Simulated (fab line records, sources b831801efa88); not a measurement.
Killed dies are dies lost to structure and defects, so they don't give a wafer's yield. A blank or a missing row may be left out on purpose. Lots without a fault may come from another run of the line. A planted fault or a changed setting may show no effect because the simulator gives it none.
Which tool did it? | flow gf180mcu | 14 lots, 42 wafers sampled, at 4 steps of a route of 602

WHAT THE GAUGES READ, wafer by wafer
The record holds no reading of a measuring or inspecting step that can be judged against a usual standard deviation.

WHICH TOOL RAN EACH LOT (tool, then ch and the chambers of the sampled wafers, then the start)
lot  | GF_V1_CMP_26                  | GF_M2_SPUTTER_02             | GF_M3_SPUTTER_01             | GF_M3_METAL_ETCH_16
L546 | cmp-01 ch 0,2,3, day 18 19:12 | pvd_sputter-03, day 18 19:35 | pvd_sputter-03, day 21 00:39 | rie_metal-01 ch 0,1, day 22 01:07
L547 | cmp-01 ch 1,2,3, day 18 19:40 | pvd_sputter-01, day 18 20:06 | pvd_sputter-04, day 21 01:16 | rie_metal-02 ch 0,1, day 22 01:40
L548 | cmp-02 ch 0,1,2, day 19 03:28 | pvd_sputter-02, day 19 03:50 | pvd_sputter-04, day 21 07:07 | rie_metal-04 ch 0,1, day 22 06:42
L549 | cmp-01 ch 0,1,3, day 19 10:22 | pvd_sputter-03, day 19 10:48 | pvd_sputter-02, day 21 14:18 | rie_metal-04 ch 0, day 22 13:27
L551 | cmp-01 ch 0,3, day 20 13:31   | pvd_sputter-02, day 20 13:56 | pvd_sputter-03, day 22 16:53 | rie_metal-01 ch 0, day 23 16:42
L557 | cmp-01 ch 1,2,3, day 22 19:31 | -                            | -                            | -
L558 | cmp-02 ch 0,2, day 22 22:37   | -                            | -                            | -
L562 | cmp-01 ch 0,2,3, day 24 10:27 | pvd_sputter-01, day 24 10:53 | pvd_sputter-04, day 26 08:14 | rie_metal-04 ch 0,1, day 27 05:28
L564 | cmp-02 ch 0,2, day 24 23:18   | pvd_sputter-02, day 24 23:41 | pvd_sputter-03, day 26 21:28 | rie_metal-02 ch 0,1, day 27 18:03
L565 | cmp-01 ch 0,1,2, day 25 06:18 | pvd_sputter-03, day 25 06:35 | pvd_sputter-03, day 27 03:11 | rie_metal-04 ch 0,1, day 27 23:26
L566 | cmp-02 ch 0,1,2, day 25 15:02 | pvd_sputter-02, day 25 15:28 | pvd_sputter-04, day 27 11:32 | rie_metal-04 ch 0,1, day 28 07:27
L567 | cmp-01 ch 0,2,3, day 25 19:28 | pvd_sputter-01, day 25 19:54 | pvd_sputter-02, day 27 16:34 | rie_metal-04 ch 0,1, day 28 12:18
L568 | cmp-01 ch 2,3, day 25 22:34   | pvd_sputter-03, day 25 23:00 | pvd_sputter-03, day 27 19:20 | rie_metal-01 ch 0,1, day 28 15:30
L569 | cmp-01 ch 2,3, day 26 07:11   | pvd_sputter-02, day 26 07:37 | pvd_sputter-04, day 28 03:05 | rie_metal-04 ch 0,1, day 28 21:59
- GF_V1_CMP_26: polishes, stops on SiO2, t overpolish 15.68 s, target thk 0 nm.
- GF_M2_SPUTTER_02: material AlCu, target thk 450 nm, time 23.9 s.
- GF_M3_SPUTTER_01: material TiN, target thk 30 nm, time 25 s.
- GF_M3_METAL_ETCH_16: etches the open film in Cl2/BCl3, stops on SiO2, target depth 627.5 nm, time 104.6 s.

WHAT THE TOOLS THEMSELVES READ (means of the sampled wafers that have a number; where no wafer has one, the mark that the record gives instead)
GF_V1_CMP_26. Usual: edge_zone_pressure_frac 1.001, standard deviation 0.0047; head_pressure_psi 3.500 psi, standard deviation 0.0085; motor_current_A 11.3 A, standard deviation 1.1; overpolish_run_s 15.679 s, standard deviation 0.0095; time_to_endpoint_s 85 s, standard deviation 3.9.
lot  | tool   | edge_zone_pressure_frac | head_pressure_psi (psi) | motor_current_A (A) | overpolish_run_s (s) | time_to_endpoint_s (s) | flag
L546 | cmp-01 | 1.000                   | 3.507                   | 11.4                | 15.687               | 85                     |
L547 | cmp-01 | 1.002                   | 3.496                   | 10.8                | 15.684               | 86                     |
L548 | cmp-02 | 1.003                   | 3.489                   | 11.7                | 15.678               | 88                     |
L549 | cmp-01 | 1.002                   | 3.504                   | 11.3                | 15.675               | 84                     |
L551 | cmp-01 | 0.999                   | 3.490                   | 11.9                | 15.676               | 84                     |
L557 | cmp-01 | -                       | -                       | -                   | -                    | -                      | OFF
L558 | cmp-02 | -                       | -                       | -                   | -                    | -                      | OFF
L562 | cmp-01 | 1.002                   | 3.508                   | 11.3                | 15.679               | 87                     |
L564 | cmp-02 | 0.999                   | 3.493                   | 12.4                | 15.687               | 84                     |
L565 | cmp-01 | 1.002                   | 3.501                   | 11.3                | 15.678               | 87                     |
L566 | cmp-02 | 0.996                   | 3.502                   | 12.2                | 15.684               | 82                     |
L567 | cmp-01 | 0.999                   | 3.491                   | 11.5                | 15.679               | 81                     |
L568 | cmp-01 | 0.998                   | 3.502                   | 10.7                | 15.670               | 85                     |
L569 | cmp-01 | 1.003                   | 3.504                   | 10.7                | 15.681               | 87                     |

GF_M2_SPUTTER_02. Usual: throttle_valve_pct 30.1 %, standard deviation 0.83.
lot  | tool           | throttle_valve_pct (%) | flag
L546 | pvd_sputter-03 | 30.1                   |
L547 | pvd_sputter-01 | 31.1                   |
L548 | pvd_sputter-02 | 29.8                   |
L549 | pvd_sputter-03 | 30.1                   |
L551 | pvd_sputter-02 | 30.2                   |
L562 | pvd_sputter-01 | 31.1                   |
L564 | pvd_sputter-02 | 29.9                   |
L565 | pvd_sputter-03 | 30.5                   |
L566 | pvd_sputter-02 | 29.2                   |
L567 | pvd_sputter-01 | 30.8                   |
L568 | pvd_sputter-03 | 29.6                   |
L569 | pvd_sputter-02 | 29.5                   |

GF_M3_SPUTTER_01. Usual: throttle_valve_pct 30.0 %, standard deviation 0.83.
lot  | tool           | throttle_valve_pct (%) | flag
L546 | pvd_sputter-03 | 29.6                   |
L547 | pvd_sputter-04 | 30.0                   |
L548 | pvd_sputter-04 | 29.8                   |
L549 | pvd_sputter-02 | 30.1                   |
L551 | pvd_sputter-03 | 29.7                   |
L562 | pvd_sputter-04 | 30.1                   |
L564 | pvd_sputter-03 | 30.3                   |
L565 | pvd_sputter-03 | 29.5                   |
L566 | pvd_sputter-04 | 30.0                   |
L567 | pvd_sputter-02 | 29.6                   |
L568 | pvd_sputter-03 | 29.4                   |
L569 | pvd_sputter-04 | 31.0                   |

GF_M3_METAL_ETCH_16. Usual: drypump_motor_current_A 5.7 A, standard deviation 0.41; oes_product_au 0.971 a.u., standard deviation 0.0061; throttle_valve_pct 28.250 %, standard deviation 0.0096.
lot  | tool         | drypump_motor_current_A (A) | oes_product_au (a.u.) | throttle_valve_pct (%) | flag
L546 | rie_metal-01 | 6.0                         | 0.973                 | 28.246                 |
L547 | rie_metal-02 | 5.8                         | 0.975                 | 28.255                 |
L548 | rie_metal-04 | 5.6                         | 0.973                 | 28.256                 |
L549 | rie_metal-04 | 6.0                         | 0.970                 | 28.253                 |
L551 | rie_metal-01 | 6.0                         | 0.973                 | 28.242                 |
L562 | rie_metal-04 | 5.2                         | 0.978                 | 28.244                 |
L564 | rie_metal-02 | 5.7                         | 0.971                 | 28.244                 |
L565 | rie_metal-04 | 5.6                         | 0.968                 | 28.253                 |
L566 | rie_metal-04 | 5.2                         | 0.974                 | 28.253                 |
L567 | rie_metal-04 | 5.6                         | 0.967                 | 28.253                 |
L568 | rie_metal-01 | 6.0                         | 0.972                 | 28.249                 |
L569 | rie_metal-04 | 5.6                         | 0.976                 | 28.247                 |

THE ANSWER, worked out from the rows above alone
Rule: a lot is off if the mean of its wafers that have a number lies more than 3 standard deviations from the usual mean. A lot without any number at a reading at which 4 lots or more have one is off too. The other lots that the step has rows for count as sound. The gauges are gone through in route order, then the tools' own readings, and for those a lot's mean is taken as printed above. The first step at which some lot is off is used, and at that step the reading that is off furthest; a lot without a number counts as furthest.
Off: L557, L558, at GF_V1_CMP_26 (edge_zone_pressure_frac). Without a number there: L557, L558.
A tool fits if, at that step or a process step before it, it ran every lot that is off, and no sound lot after the first of them. None of those tried fits.

WHAT THE SIMULATOR HAD PUT IN
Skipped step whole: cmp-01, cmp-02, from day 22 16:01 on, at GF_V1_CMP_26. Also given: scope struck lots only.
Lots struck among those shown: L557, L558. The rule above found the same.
